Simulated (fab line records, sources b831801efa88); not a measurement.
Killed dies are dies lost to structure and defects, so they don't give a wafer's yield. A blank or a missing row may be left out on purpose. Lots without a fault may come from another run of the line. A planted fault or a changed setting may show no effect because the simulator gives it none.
Chamber matching | flow gf180mcu | GF_V5_ETCH_16 on rie_diel-01: 4 sister chambers
The step etches BARC in N2/H2. 4 wafers are shown with their chamber, then 7 later ones without.

WAFERS WITH THEIR CHAMBER
wafer  | chamber | throttle_valve_pct (%)
L076.4 | 3       | 13.232
L079.6 | 0       | 13.214
L082.1 | 1       | 13.231
L082.4 | 2       | 13.226

WAFERS WITHOUT THEIR CHAMBER
wafer  | throttle_valve_pct (%)
L082.6 | 13.229
L094.2 | 13.219
L094.3 | 13.210
L094.5 | 13.242
L097.4 | 13.233
L097.5 | 13.222
L097.6 | 13.226

WHICH CHAMBER EACH WENT THROUGH
wafer  | from the rows above               | in truth
L082.6 | can't be placed: 1 or 2 or 3      | 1
L094.2 | can't be placed: 0 or 2 or 1 or 3 | 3
L094.3 | 0                                 | 0
L094.5 | can't be placed: 3 or 1 or 2      | 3
L097.4 | can't be placed: 3 or 1 or 2      | 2
L097.5 | can't be placed: 2 or 0 or 1 or 3 | 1
L097.6 | can't be placed: 2 or 1 or 3      | 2
Placed correctly: 1 of 7. Can't be placed from these rows: 6 (the true chamber is among the candidates in 6). Placed wrongly: 0.
How it was worked out, from the rows above alone: a wafer's distance from a chamber is the root of the sum, over the readings, of the square of ((its reading less the chamber's mean) divided by the reading's scatter). The wafer belongs to the nearest chamber; if the next one is less than 2 further off, it can't be placed. A chamber's mean is the mean of its shown wafers. The scatter: with one shown wafer a chamber, the root of the mean of the squares of how far each hidden wafer lies from its nearest shown one.
